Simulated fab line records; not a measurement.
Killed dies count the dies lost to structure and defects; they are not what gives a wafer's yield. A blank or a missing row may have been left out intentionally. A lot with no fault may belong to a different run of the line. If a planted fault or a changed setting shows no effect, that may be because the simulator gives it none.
Lot-split experiment | flow sfqLine | route with 325 steps; 5 lots, 23 wafers read

== ON THE SPLIT ==
At SFQ_TRILAYER_L0_VIA_LITHO_COAT_013 (resist thk 650 nm), the setting spinRpm was moved away from the recipe's 3000 rpm on 11 of the 23 wafers read, by -4.6% to +2.1%. For the rest of the wafers, this setting stayed at what the recipe calls for.

== FROM THE SPLIT TO THE READING: what the file shows between them, 3 steps ==
- SFQ_TRILAYER_L0_VIA_LITHO_SOFTBAKE_017
- SFQ_TRILAYER_L0_VIA_LITHO_EXPOSE_014: exposes mask L0V, target cd 700 nm
- SFQ_TRILAYER_L0_VIA_LITHO_DEVELOP_015: time 60 s

== THE READING ==
KrF_of_TRILAYER_L0_VIA_LITHO_COAT_013.thkNm (the simulator's own value, which no gauge read), in nm, at SFQ_TRILAYER_L0_VIA_BARC_OPEN_VIA_ETCH_021 (etches BARC in O2, target depth 125 nm, time 41.7 s). There is no usual value for it anywhere in the file. The 12 wafers here that ran the recipe average 573.5 nm, standard deviation 1.8 nm.

wafer  | tool, chamber at the split | spinRpm as run, rpm | against the recipe | KrF_of_TRILAYER_L0_VIA_LITHO_COAT_013.thkNm, nm | against lot-mates on the recipe
L074.1 | lithoTrack-01, 0           | 2926                | -2.5%              | 581.7                                           | +7.2
L074.2 | lithoTrack-01, 0           | 3000                | recipe             | 576.7                                           | -
L074.3 | lithoTrack-01, 0           | 3000                | recipe             | 572.4                                           | -
L074.4 | lithoTrack-01, 0           | 2926                | -2.5%              | 582.6                                           | +8.1
L074.5 | lithoTrack-01, 0           | 2926                | -2.5%              | 584.8                                           | +10.2
L075.1 | lithoTrack-01, 0           | 3000                | recipe             | 571.5                                           | -
L075.2 | lithoTrack-01, 0           | 3000                | recipe             | 570.9                                           | -
L075.3 | lithoTrack-01, 0           | 2863                | -4.6%              | 587.7                                           | +16.5
L075.4 | lithoTrack-01, 0           | 2863                | -4.6%              | 586.5                                           | +15.3
L075.6 | lithoTrack-01, 0           | 2863                | -4.6%              | 587.6                                           | +16.4
L076.3 | lithoTrack-01, 0           | 3000                | recipe             | 572.6                                           | -
L076.4 | lithoTrack-01, 0           | 3000                | recipe             | 575.5                                           | -
L076.6 | lithoTrack-01, 0           | 3000                | recipe             | 571.2                                           | -
L081.1 | lithoTrack-02, 0           | 3000                | recipe             | 573.6                                           | -
L081.2 | lithoTrack-02, 0           | 2897                | -3.4%              | 585.7                                           | +11.7
L081.3 | lithoTrack-02, 0           | 2897                | -3.4%              | 585                                             | +11.0
L081.4 | lithoTrack-02, 0           | 3000                | recipe             | 574.4                                           | -
L081.6 | lithoTrack-02, 0           | 2897                | -3.4%              | 584.2                                           | +10.2
L084.1 | lithoTrack-01, 0           | 3063                | +2.1%              | 568.3                                           | -6.3
L084.2 | lithoTrack-01, 0           | 3000                | recipe             | 573.9                                           | -
L084.3 | lithoTrack-01, 0           | 3000                | recipe             | 575.5                                           | -
L084.4 | lithoTrack-01, 0           | 3000                | recipe             | 574.3                                           | -
L084.5 | lithoTrack-01, 0           | 3063                | +2.1%              | 566.1                                           | -8.5

FIT RESULTS
A straight line over all 23 wafers: KrF_of_TRILAYER_L0_VIA_LITHO_COAT_013.thkNm changes by -3.17 nm for each +1% of spinRpm; r = -0.97; the points scatter about the line by 1.7 nm.
The same after taking each lot's own level away (the mean of its wafers on the recipe; 23 wafers): -3.43 nm for each +1%; r = -0.99; scatter 1.2 nm.
Per that fit: largest spinRpm move, reading shift of 16 nm.
Across the lots, their own levels run from 571.20 to 574.57 nm, a range of 1.9 times the standard deviation given above.
The two slopes are in agreement: the lot-to-lot level therefore moves the slope only a little.
Check: with one of the wafers moved furthest among these (-4.6%) left out of the fit, the line predicts +15.4 nm for it against its lot-mates. It came out at +16.5 nm against them.

== OTHER SPLITS ON THESE WAFERS ==
Other splits were also applied to these wafers ahead of the reading. Each is held against what the fit with the lots' levels taken away leaves over:
other split on the same wafers              | wafers away from the commonest value | r with KrF_of_TRILAYER_L0_VIA_LITHO_COAT_013.thkNm (lot level and that fit taken away)
SFQ_TRILAYER_INCOMING_OXIDATION_002 oxTimeS | 15                                   | +0.07
SFQ_TRILAYER_L0_LITHO_COAT_010 resistThkNm  | 10                                   | +0.19

== THE WHOLE CHAIN: every reading that the file lists as answering this split, in the file's order ==
step                                       | what it does                                        | reading                                                                                      | change (the file's fit)              | r (the file's)
SFQ_TRILAYER_L0_VIA_LITHO_COAT_013         | resist thk 650 nm                                   | KrF_of_TRILAYER_L0_VIA_LITHO_COAT_013.thkNm (the simulator's own value, which no gauge read) | -3.31 nm for each +1% of the setting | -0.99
SFQ_TRILAYER_L0_VIA_BARC_OPEN_VIA_ETCH_021 | etches BARC in O2, target depth 125 nm, time 41.7 s | KrF_of_TRILAYER_L0_VIA_LITHO_COAT_013.thkNm (the simulator's own value, which no gauge read) | -3.42 nm for each +1% of the setting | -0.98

== THE FILE'S OWN FIT ==
KrF_of_TRILAYER_L0_VIA_LITHO_COAT_013.thkNm changes by -3.42 nm for each +1% of spinRpm, r = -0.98.
